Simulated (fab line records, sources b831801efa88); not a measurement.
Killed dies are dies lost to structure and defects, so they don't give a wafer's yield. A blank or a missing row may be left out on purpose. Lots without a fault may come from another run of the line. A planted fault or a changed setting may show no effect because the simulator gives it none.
Which tool did it? | flow gf180mcu | 12 lots, 36 wafers sampled, at 5 steps of a route of 602

WHAT THE GAUGES READ, wafer by wafer
GF_POLY_GATE_THK_MEAS_17.
lot  | measured     | on            | POLY_GATE_OXIDATION_THK (nm)
L875 | day 10 01:51 | film_metro-03 | 4.01 3.96 4.01
L876 | day 10 09:08 | film_metro-04 | 4.14 4.11 4.07
L878 | day 10 19:45 | film_metro-01 | 4.13 4.02 4.09
L879 | day 11 06:49 | film_metro-04 | 4.08 4.07 4.05
L880 | day 11 10:35 | film_metro-01 | 4.06 4.08 4.12
L882 | day 12 00:05 | film_metro-01 | 5.39 5.44 5.41
L883 | day 12 09:37 | film_metro-01 | 5.43 5.35 5.43
L887 | day 13 16:24 | film_metro-03 | 5.50 5.52 5.52
L891 | day 14 14:54 | film_metro-04 | 3.99 4.01 3.97
L894 | day 15 19:56 | film_metro-04 | 4.06 4.03 4.02
L895 | day 16 00:26 | film_metro-03 | 4.26 4.15 4.13
L896 | day 16 04:07 | film_metro-01 | 3.98 3.96 3.99

GF_V3_THK_MEAS_25: measures by xrf.
lot  | measured     | on            | V3_W_THK (nm)
L875 | day 23 14:23 | film_metro-02 | 348 351 354
L876 | day 23 20:17 | film_metro-03 | 345 352 353
L878 | day 24 08:02 | film_metro-03 | 347 342 342
L879 | day 24 22:38 | film_metro-01 | 344 350 344
L880 | day 25 02:11 | film_metro-01 | 348 342 343
L882 | day 25 20:53 | film_metro-01 | 343 343 342
L883 | day 26 03:22 | film_metro-03 | 345 344 346
L887 | day 27 14:34 | film_metro-03 | 342 342 338
L891 | day 28 12:17 | film_metro-01 | 350 346 348
L894 | day 29 13:16 | film_metro-01 | 351 351 351
L895 | day 29 14:17 | film_metro-01 | 349 350 349
L896 | day 29 18:50 | film_metro-03 | 346 341 342

WHICH TOOL RAN EACH LOT (tool, then ch and the chambers of the sampled wafers, then the start)
lot  | GF_POLY_GATE_OXIDATION_16     | GF_V3_CMP_04                  | GF_V3_CVD_23
L875 | furnace-02 ch 0, day 10 00:36 | cmp-02 ch 0,3, day 22 14:13   | cvd_w-02 ch 0, day 23 14:02
L876 | furnace-02 ch 0, day 10 07:53 | cmp-01 ch 0,1,2, day 22 20:18 | cvd_w-01 ch 0,1, day 23 20:02
L878 | furnace-02 ch 0, day 10 18:30 | cmp-01 ch 0,1,2, day 23 08:48 | cvd_w-02 ch 0,1, day 24 07:48
L879 | furnace-02 ch 0, day 11 05:34 | cmp-02 ch 0,3, day 23 23:01   | cvd_w-01 ch 0,1, day 24 22:24
L880 | furnace-02 ch 0, day 11 09:20 | cmp-01 ch 1,2,3, day 24 02:29 | cvd_w-02 ch 0,1, day 25 01:57
L882 | furnace-02 ch 0, day 11 22:49 | cmp-01 ch 0,1,3, day 24 21:23 | cvd_w-01 ch 0,1, day 25 20:41
L883 | furnace-02 ch 0, day 12 08:22 | cmp-01 ch 0,1,2, day 25 04:14 | cvd_w-02 ch 1, day 26 03:08
L887 | furnace-02 ch 0, day 13 15:09 | cmp-02 ch 0,2,3, day 26 17:04 | cvd_w-01 ch 0,1, day 27 14:20
L891 | furnace-01 ch 0, day 14 13:39 | cmp-01 ch 1,3, day 27 14:44   | cvd_w-01 ch 0,1, day 28 12:03
L894 | furnace-01 ch 0, day 15 18:41 | cmp-01 ch 1,2,3, day 28 16:50 | cvd_w-02 ch 0,1, day 29 13:02
L895 | furnace-02 ch 0, day 15 23:10 | cmp-01 ch 0,1, day 28 17:58   | cvd_w-01 ch 0,1, day 29 14:04
L896 | furnace-01 ch 0, day 16 02:51 | cmp-02 ch 0,1,3, day 28 22:22 | cvd_w-02 ch 0,1, day 29 18:36
- GF_POLY_GATE_OXIDATION_16: stabilise 600 s, purge 300 s, target thk 4 nm.
- GF_V3_CMP_04: polishes SiO2.
- GF_V3_CVD_23: deposits W, target thk 350 nm, time 104.9 s.

WHAT THE TOOLS THEMSELVES READ (means of the sampled wafers that have a number; where no wafer has one, the mark that the record gives instead)
GF_POLY_GATE_OXIDATION_16.
lot  | tool       | spike_tc_bottom_C (C) | spike_tc_centre_C (C) | spike_tc_lower_C (C) | spike_tc_top_C (C) | spike_tc_upper_C (C) | tube_center_temp_C (C) | tube_center_temp_C_max | zone_power_centre_pct (%) | zone_power_lower_pct (%) | zone_power_top_pct (%)
L875 | furnace-02 | 869.8                 | 849.3                 | 851.6                | 863                | 850.7                | 849.96                 | 852.2                  | 18.8                      | 17.0                     | 31.8
L876 | furnace-02 | 870.6                 | 848.7                 | 850.6                | 864                | 850.1                | 850.00                 | 852.1                  | 18.7                      | 17.0                     | 32.2
L878 | furnace-02 | 870.7                 | 849.4                 | 852.6                | 863                | 849.4                | 849.95                 | 852.0                  | 18.9                      | 17.0                     | 32.1
L879 | furnace-02 | 869.2                 | 850.2                 | 851.2                | 865                | 850.6                | 849.92                 | 852.2                  | 18.8                      | 17.0                     | 32.3
L880 | furnace-02 | 870.6                 | 848.6                 | 850.9                | 864                | 851.1                | 850.01                 | 852.2                  | 19.0                      | 17.0                     | 32.0
L882 | furnace-02 | 897.6                 | 875.0                 | 880.3                | 890                | 878.4                | 876.49                 | 878.9                  | 20.1                      | 18.2                     | 33.7
L883 | furnace-02 | 896.4                 | 875.2                 | 877.1                | 890                | 877.2                | 876.41                 | 878.6                  | 20.0                      | 18.1                     | 33.5
L887 | furnace-02 | 896.3                 | 876.2                 | 878.4                | 891                | 877.0                | 876.44                 | 878.6                  | 20.0                      | 18.2                     | 33.7
L891 | furnace-01 | 869.3                 | 849.5                 | 851.4                | 857                | 850.3                | 849.99                 | 852.1                  | 18.2                      | 17.7                     | 35.6
L894 | furnace-01 | 869.0                 | 849.6                 | 850.5                | 857                | 849.9                | 850.06                 | 852.4                  | 17.9                      | 17.5                     | 35.8
L895 | furnace-02 | 871.5                 | 850.1                 | 851.1                | 864                | 850.7                | 850.02                 | 852.3                  | 18.7                      | 16.8                     | 32.2
L896 | furnace-01 | 869.2                 | 849.6                 | 851.8                | 857                | 851.6                | 850.09                 | 852.0                  | 18.1                      | 17.5                     | 35.4

GF_V3_CMP_04.
lot  | tool   | motor_current_A (A) | platen_rpm (rpm) | time_to_endpoint_s (s)
L875 | cmp-02 | 10.8                | 60.01            | 82
L876 | cmp-01 | 12.6                | 59.97            | 79
L878 | cmp-01 | 12.3                | 60.02            | 77
L879 | cmp-02 | 10.6                | 59.99            | 81
L880 | cmp-01 | 12.2                | 60.06            | 81
L882 | cmp-01 | 12.3                | 59.97            | 85
L883 | cmp-01 | 12.2                | 60.01            | 80
L887 | cmp-02 | 11.3                | 60.01            | 80
L891 | cmp-01 | 12.7                | 59.96            | 76
L894 | cmp-01 | 12.2                | 60.02            | 83
L895 | cmp-01 | 11.9                | 60.00            | 77
L896 | cmp-02 | 11.8                | 60.01            | 89

GF_V3_CVD_23.
lot  | tool     | chamber_pressure_Torr (Torr) | heater_power_w (W)
L875 | cvd_w-02 | 39.97                        | 1018
L876 | cvd_w-01 | 40.10                        | 906
L878 | cvd_w-02 | 40.18                        | 867
L879 | cvd_w-01 | 39.99                        | 890
L880 | cvd_w-02 | 40.07                        | 865
L882 | cvd_w-01 | 39.91                        | 887
L883 | cvd_w-02 | 39.97                        | 799
L887 | cvd_w-01 | 40.02                        | 899
L891 | cvd_w-01 | 40.04                        | 892
L894 | cvd_w-02 | 40.06                        | 871
L895 | cvd_w-01 | 40.06                        | 898
L896 | cvd_w-02 | 40.04                        | 866

THE ANSWER, worked out from the rows above alone
Rule: what is usual is taken from the lots themselves. Put in order of their means at a reading, lots are off if they are a third of the lots or fewer, leave a main group of 4 or more, and stand apart from it by a gap of 3 or more times the standard deviation of the main group's means; of several such gaps the widest counts. A main group whose means are all the same, to the digits that the tables above print for the reading, isn't used. A lot without any number at a reading at which 4 lots or more have one is off too. The other lots that the step has rows for count as sound. The gauges are gone through in route order, then the tools' own readings, and for those a lot's mean is taken as printed above. The first step at which some lot is off is used, and at that step the reading that is off furthest; a lot without a number counts as furthest.
Off: L882, L883, L887, at GF_POLY_GATE_THK_MEAS_17 (POLY_GATE_OXIDATION_THK). The main group: mean 4.06 nm, standard deviation 0.062.
A tool fits if, at a process step before that reading, it ran every lot that is off, and no sound lot after the first of them. The gauges at GF_POLY_GATE_THK_MEAS_17 aren't tried: what is off there is off at GF_POLY_GATE_OXIDATION_16 too, on other tools, and a gauge's error can't cause that. None of those tried fits.

WHAT THE SIMULATOR HAD PUT IN
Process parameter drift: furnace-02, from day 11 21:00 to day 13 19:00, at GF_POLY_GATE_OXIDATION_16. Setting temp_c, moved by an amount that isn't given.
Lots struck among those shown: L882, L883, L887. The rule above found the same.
